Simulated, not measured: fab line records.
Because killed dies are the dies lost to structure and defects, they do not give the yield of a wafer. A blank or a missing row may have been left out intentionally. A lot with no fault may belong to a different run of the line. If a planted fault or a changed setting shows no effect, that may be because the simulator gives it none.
Problem report, 8D (eight disciplines) form, completed by code    flow sky130    the parts of the form that need people (team, actions taken, sign-off) are left out

== 1. THE PROBLEM ==
Mean of killed_at_M0_to_M3 at SKY_PAD_OPEN_PROBE_99: 96 over 3 wafers from 1 lot, against 42 (standard deviation 6.9) on wafers with no fault. That puts it +7.8 standard deviations away from the usual mean.
First seen on wafer L699.1, day 49 09:32, on prober-01. At this step, 33 wafers from 11 lots have a number in the record. The rule behind "out" and "out of limits": a value lying over 4 standard deviations away from the usual mean. The rest of the wafers with a number are treated as sound.

== 2. WHAT THIS IS AND IS NOT ==
question                     is                                                                                                                      is not
which readings at this step  killed_at_M0_to_M3, defectLimitedYield, killedDies, sort_bin_3_pad_short, sort_bin_5_function, sortNPass, sortYieldPct  killed_at_M4_up, killedAtContacts, killedAtFrontEnd, killedAtOther, killedOpen, sort_bin_6_memory
which lots                   L699                                                                                                                    L686, L688, L689, L691, L692, L701, L702, L703, L704, L707
which wafers of those lots   all that have a number                                                                                                  -
read on which tools          prober-01                                                                                                               prober-02
when                         from day 49 09:32                                                                                                       up to then (15 sound wafers); but 15 sound wafers of L701, L702, L703, L704, L707 came after

== 3. WHAT RULES OUT EACH SUSPECT ==
Counting: a tool at any process step up to the reading remains a suspect when it ran all the lots that are out and ran no sound lot after the first of those.
- wetBench-02 at SKY_VIA3_CLEAN_19 (cleans in O3/DIW): ruled out as a lasting fault. The sound lots L701, L703 went through it after L699, its earliest lot that is out (day 43 22:56).
- cvdW-01 at SKY_VIA4_CVD_18 (deposits W, target thk 505 nm, time 152.14 s): ruled out as a lasting fault. The sound lots L704, L707 went through it after L699, its earliest lot that is out (day 46 18:56).
- plasmaAsher-01 at SKY_METAL5_STRIP_16 (strips in O2/N2): ruled out as a lasting fault. The sound lots L701, L702 went through it after L699, its earliest lot that is out (day 47 15:55).
- plasmaAsher-04 at SKY_PAD_OPEN_STRIP_08 (strips in O2/N2): ruled out as a lasting fault. The sound lots L701, L702, L707 went through it after L699, its earliest lot that is out (day 49 07:17).
- prober-01 at SKY_PAD_OPEN_PROBE_99: ruled out as a lasting fault. The sound lots L701, L703, L707 went through it after L699, its earliest lot that is out (day 49 09:32).
Left after counting: nothing in the record.

== 4. THE CAUSE (what the simulator had put in) ==
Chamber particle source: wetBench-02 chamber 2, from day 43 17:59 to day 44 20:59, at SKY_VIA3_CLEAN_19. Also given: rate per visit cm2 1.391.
Counting ruled it out, wrongly: the rule takes a fault to strike every lot that its tool runs from its start on, and this one did not.

== 5. THE CHAIN OF EFFECTS, in route order ==
Rows list readings where the struck wafers' mean (over those with a number) sits beyond 3 standard deviations from the usual. Only readings for which the record gives a usual standard deviation are gone through. hours: the time from each lot's start at the first step in this table that gives one to its start at this step, as a median over the lots. sigmas: the change in usual standard deviations.
hours  step                   reading               usual   on struck wafers  change  sigmas
0      SKY_PAD_OPEN_PROBE_99  defectLimitedYield    82.5 %  72.0              -10.5   -5.5
0      SKY_PAD_OPEN_PROBE_99  killed_at_M0_to_M3    42      96                +54     +7.8
0      SKY_PAD_OPEN_PROBE_99  killedDies            86      138               +52     +5.6
0      SKY_PAD_OPEN_PROBE_99  sort_bin_3_pad_short  0.9 %   3.9               +3.0    +6.7
0      SKY_PAD_OPEN_PROBE_99  sort_bin_5_function   10.4 %  17.5              +7.1    +4.7
0      SKY_PAD_OPEN_PROBE_99  sortNPass             406     354               -52     -5.6
0      SKY_PAD_OPEN_PROBE_99  sortYieldPct          82.5 %  72.0              -10.5   -5.5
The process steps in it:
- SKY_PAD_OPEN_PROBE_99

== 6. HOW IT WOULD HAVE BEEN CAUGHT EARLIER ==
In this record no reading fell out of limits until day 49 09:32, 136 hours after the fault had begun at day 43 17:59.
